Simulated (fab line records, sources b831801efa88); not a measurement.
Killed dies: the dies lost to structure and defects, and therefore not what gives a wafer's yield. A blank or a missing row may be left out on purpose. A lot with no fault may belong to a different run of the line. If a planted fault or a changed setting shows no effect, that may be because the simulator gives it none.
2 desks, one fault -- flow sky130 -- only its own numbers are on each desk; what lay behind them is given at the end

## THE METROLOGY DESK
Lot by lot, what the gauges showed, no matter which tool ran the lot: averages of those sampled wafers that carry a number. If a lot's mean is further than 4 standard deviations from the usual mean, the lot is out of limits and carries the mark OUT (the distance appears in the brackets).
Columns: A = cd-nm at SKY_VT_ADJUST_HVTR_CD_MEAS_07, usual 380.7 nm; B = cd-nm at SKY_SD_N_CD_MEAS_07, usual 379.8 nm; C = LI_CONTACT_OVL at SKY_LI_CONTACT_OVL_MEAS_13, usual 3 nm
lot,first seen here,A,B,C
L328,day 8 08:47,382.2,381.4,-4
L331,day 8 19:55,376.4,371.4,8
L332,day 8 22:10,375.5,380.5,5
L333,day 9 08:41,382.0,377.6,-1
L335,day 9 22:55,378.8,382.7,1
L337,day 10 02:50,384.5,379.8,1
L340,day 10 18:38,381.6,377.1,4
L341,day 10 22:59,380.6,377.1,2
L347,day 20 03:39,385.0,375.9,6
L346,day 20 03:57,379.8,380.2,-6
L350,day 20 04:29,379.5,377.8,1
L349,day 20 05:30,380.8,380.1,2
Result from this desk: across the 12 lots, nothing is out of limits.

## THE TOOL OWNER'S DESK: implanter-01
For each lot that ran on this tool, the mean over its sampled wafers that have a number, from the tool's own readings at SKY_POLY_GATE_IMPLANT_02. If a lot's mean is further than 4 standard deviations from the usual mean, the lot is out of limits and carries the mark OUT (the distance appears in the brackets).
Columns: A = beam-on-s at SKY_POLY_GATE_IMPLANT_02, usual 37.5 s; B = dose-ions-cm2 at SKY_POLY_GATE_IMPLANT_02, usual 7.698e+15
lot,first seen here,A,B
L328,day 12 19:43,36.9,7.696e+15
L332,day 14 10:07,37.1,7.709e+15
L335,day 15 05:50,36.8,7.708e+15
L337,day 15 12:46,27.3 (-10) OUT,5.654e+15 (-99 or more) OUT
L341,day 16 13:25,27.2 (-10) OUT,5.653e+15 (-99 or more) OUT
L346,day 26 15:05,38.0,7.704e+15
This desk finds L337, L341 out of limits, L337 being first, at day 15 12:46 (beam-on-s at SKY_POLY_GATE_IMPLANT_02). In limits: L328, L332, L335, L346.

## BROUGHT TOGETHER
At day 15 12:46, on L337, L341, the tool owner's desk was in a position to raise an alarm.
Nothing out of limits was seen by the metrology desk.
The metrology desk has L337, L341 on record, within its limits.
SKY_POLY_GATE_IMPLANT_02 was run on implanter-01 by each of the lots named.

## WHAT HAD BEEN PUT IN BY THE SIMULATOR
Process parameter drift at SKY_POLY_GATE_IMPLANT_02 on implanter-01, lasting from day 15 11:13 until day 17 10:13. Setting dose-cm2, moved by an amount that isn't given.
Shown lots that were struck: L337, L341.
How many hours passed from the start of the fault until each desk's first out-of-limits reading: the tool owner's desk, 2.
